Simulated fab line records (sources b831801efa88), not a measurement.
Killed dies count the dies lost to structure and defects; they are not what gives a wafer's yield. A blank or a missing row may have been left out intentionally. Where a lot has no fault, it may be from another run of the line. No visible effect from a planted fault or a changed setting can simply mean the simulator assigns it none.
Matching of chambers -- flow gf180mcu -- pecvd-03 running GF_V3_CVD_02: 3 sister chambers
The step deposits SiO2 from TEOS, target thk 850 nm, time 94.851 s. 20 wafers are shown with their chamber, then 10 later ones without.

WAFERS PAIRED WITH THEIR CHAMBERS
wafer,chamber,heater-power-w (W),heater-power-outer-w (W)
L076.3,2,657,355
L076.5,0,748,420
L076.6,2,680,388
L078.2,1,566,300
L078.4,0,722,407
L078.6,1,628,353
L082.1,0,616,308
L082.3,2,681,388
L082.5,1,616,342
L084.1,1,627,355
L084.5,1,666,382
L084.6,0,764,418
L086.2,0,730,424
L086.5,2,703,414
L086.6,0,592,302
L088.2,2,690,392
L088.3,1,641,364
L088.6,1,665,390
L089.2,0,632,321
L089.4,0,700,364

SIGNATURES, as means of the wafers listed above
reading,chamber 0,chamber 1,chamber 2,scatter within a chamber
heater-power-w,688.00,629.86,682.20,47.3
heater-power-outer-w,370.50,355.14,387.40,39.9
Rule: distance of a wafer from a chamber = root of the sum over the readings of ((wafer's reading minus chamber's mean) / reading's scatter) squared. The wafer belongs to the nearest chamber; if the next one is less than 2 further off, it can't be placed. The scatter is the square root of a quotient: the sum, over the shown wafers, of each reading's squared deviation from its chamber's mean, divided by wafers minus chambers.

WAFERS MISSING THEIR CHAMBER
wafer,heater-power-w (W),heater-power-outer-w (W)
L089.6,695,420
L090.1,666,395
L090.3,731,405
L090.5,532,287
L094.1,571,305
L094.2,686,343
L094.3,565,306
L095.1,724,406
L095.3,643,383
L095.5,751,414

WHICH CHAMBER EACH ONE RAN IN
wafer,from the rows above,in truth
L089.6,can't be placed: 2 or 0 or 1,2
L090.1,can't be placed: 2 or 0 or 1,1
L090.3,can't be placed: 2 or 0 or 1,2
L090.5,can't be placed: 1 or 0 or 2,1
L094.1,can't be placed: 1 or 0 or 2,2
L094.2,can't be placed: 0 or 2 or 1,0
L094.3,can't be placed: 1 or 0 or 2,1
L095.1,can't be placed: 2 or 0 or 1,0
L095.3,can't be placed: 1 or 2 or 0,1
L095.5,can't be placed: 2 or 0 or 1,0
Correct placement for 0 of the 10. These rows do not allow placing 10 (true chamber among the candidates in 10). Wrongly placed: 0.
